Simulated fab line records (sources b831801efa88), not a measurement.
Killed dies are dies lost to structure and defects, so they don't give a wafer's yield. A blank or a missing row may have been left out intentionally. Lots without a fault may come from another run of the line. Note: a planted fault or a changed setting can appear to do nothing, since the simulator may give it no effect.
Matching of chambers -- flow sky130 -- 4 sister chambers for SKY_LI_CONTACT_ETCH_15 on rie diel-03
The step etches PSG in C4F8/O2/Ar, stops on Si, target depth 600 nm. 8 wafers are shown with their chamber, then 8 later ones without.

## WAFERS WITH THEIR CHAMBER
wafer,chamber,oes product au (a.u.)
L219.3,1,0.843
L219.6,2,0.831
L222.1,1,0.851
L229.5,0,0.838
L232.1,3,0.841
L232.5,0,0.835
L232.6,3,0.838
L233.4,2,0.835

## WAFERS WITHOUT THEIR CHAMBER
wafer,oes product au (a.u.)
L233.5,0.839
L233.6,0.841
L236.2,0.835
L236.4,0.837
L236.6,0.848
L237.1,0.839
L237.2,0.845
L237.6,0.836

## EACH ONE'S CHAMBER
wafer,from the rows above,in truth
L233.5,can't be placed: 3 or 0 or 2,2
L233.6,can't be placed: 3 or 0 or 1 or 2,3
L236.2,can't be placed: 0 or 2 or 3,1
L236.4,can't be placed: 0 or 3 or 2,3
L236.6,1,1
L237.1,can't be placed: 3 or 0 or 2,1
L237.2,can't be placed: 1 or 3 or 0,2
L237.6,can't be placed: 0 or 2 or 3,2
Placed correctly: 1 of 8. Cannot be placed on the basis of these rows: 7; the candidates contain the true chamber in 4. Wrongly placed: 0.
How it was worked out, from the rows above alone: a wafer's distance from a chamber is the root of the sum, over the readings, of the square of ((its reading less the chamber's mean) divided by the reading's scatter). If the next closest chamber is less than 2 further off than the closest, the wafer can't be placed; otherwise it belongs to the closest. For every chamber, the mean is computed from those of its wafers that are shown. The scatter is the square root of a quotient: the sum, over the shown wafers, of each reading's squared deviation from its chamber's mean, divided by wafers minus chambers.
